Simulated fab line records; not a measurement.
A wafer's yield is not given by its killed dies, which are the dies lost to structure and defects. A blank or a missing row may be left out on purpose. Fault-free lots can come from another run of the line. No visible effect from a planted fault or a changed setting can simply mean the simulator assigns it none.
Which tool did it?    flow sfq-line    13 lots with 38 wafers sampled at 2 steps, on a route of 325 steps

== WHAT THE GAUGES SHOWED, per wafer ==
Not one reading of a measure or inspect step in the record can be checked against a usual standard deviation.

== WHAT TOOL EACH LOT RAN ON (gives the tool, then ch and the chambers of the sampled wafers, and finally the start) ==
lot   SFQ_TRILAYER_I1_VIA_LITHO_COAT_049  SFQ_TRILAYER_I6_METRO_MEASURE_167
L372  litho-track-03 ch 0, day 12 22:26   film-metro-02, day 72 13:04
L373  litho-track-01 ch 0, day 13 09:42   film-metro-02, day 74 21:46
L374  litho-track-04 ch 0, day 14 01:55   film-metro-01, day 75 00:34
L375  litho-track-04 ch 0, day 14 14:35   film-metro-02, day 75 07:29
L377  litho-track-01 ch 0, day 15 05:27   film-metro-01, day 75 13:29
L378  litho-track-03 ch 0, day 15 13:02   film-metro-02, day 75 16:41
L379  litho-track-03 ch 0, day 15 18:05   film-metro-04, day 75 18:50
L383  litho-track-03 ch 0, day 17 01:17   film-metro-02, day 78 13:26
L390  litho-track-04 ch 0, day 18 19:50   film-metro-01, day 79 04:56
L391  litho-track-01 ch 0, day 19 01:54   film-metro-04, day 79 06:15
L392  litho-track-03 ch 0, day 19 09:53   film-metro-01, day 83 00:23
L394  litho-track-01 ch 0, day 19 20:07   film-metro-04, day 83 07:29
L395  litho-track-01 ch 0, day 20 08:07   film-metro-04, day 83 13:29
- SFQ_TRILAYER_I1_VIA_LITHO_COAT_049: resist thk 650 nm.
- SFQ_TRILAYER_I6_METRO_MEASURE_167

== AS READ BY THE TOOLS THEMSELVES (means over the sampled wafers that have a number; for cases with no such wafer, the mark the record gives instead) ==
SFQ_TRILAYER_I6_METRO_MEASURE_167. Usual: 198.3 nm for thk-nm, sd 1.6.
lot   tool           thk-nm (nm)  flag
L372  film-metro-02  200.6        
L373  film-metro-02  197.7        
L374  film-metro-01  200.7        
L375  film-metro-02  197.8        
L377  film-metro-01  198.9        
L378  film-metro-02  198.0        
L379  film-metro-04  200.6        
L383  film-metro-02  198.2        
L390  film-metro-01  198.5        
L391  film-metro-04  198.2        
L392  film-metro-01  199.0        
L394  film-metro-04  196.9        
L395  film-metro-04  197.9        

== THE ANSWER, worked out from the rows above alone ==
Rule: a lot is off if the mean of its wafers that have a number lies more than 3 standard deviations from the usual mean. Also off: a lot with no number at a reading for which 4 or more lots have one. Any other lot the step has rows for is counted as sound. First the gauges in route order, then the tools' own readings, where a lot's mean is used as printed above. The first step at which some lot is off is used, and at that step the reading that is off furthest; a lot without a number counts as furthest.
No lot is off on any of the readings shown, so nothing can be concluded from this.

== WHAT THE SIMULATOR HAD PUT IN ==
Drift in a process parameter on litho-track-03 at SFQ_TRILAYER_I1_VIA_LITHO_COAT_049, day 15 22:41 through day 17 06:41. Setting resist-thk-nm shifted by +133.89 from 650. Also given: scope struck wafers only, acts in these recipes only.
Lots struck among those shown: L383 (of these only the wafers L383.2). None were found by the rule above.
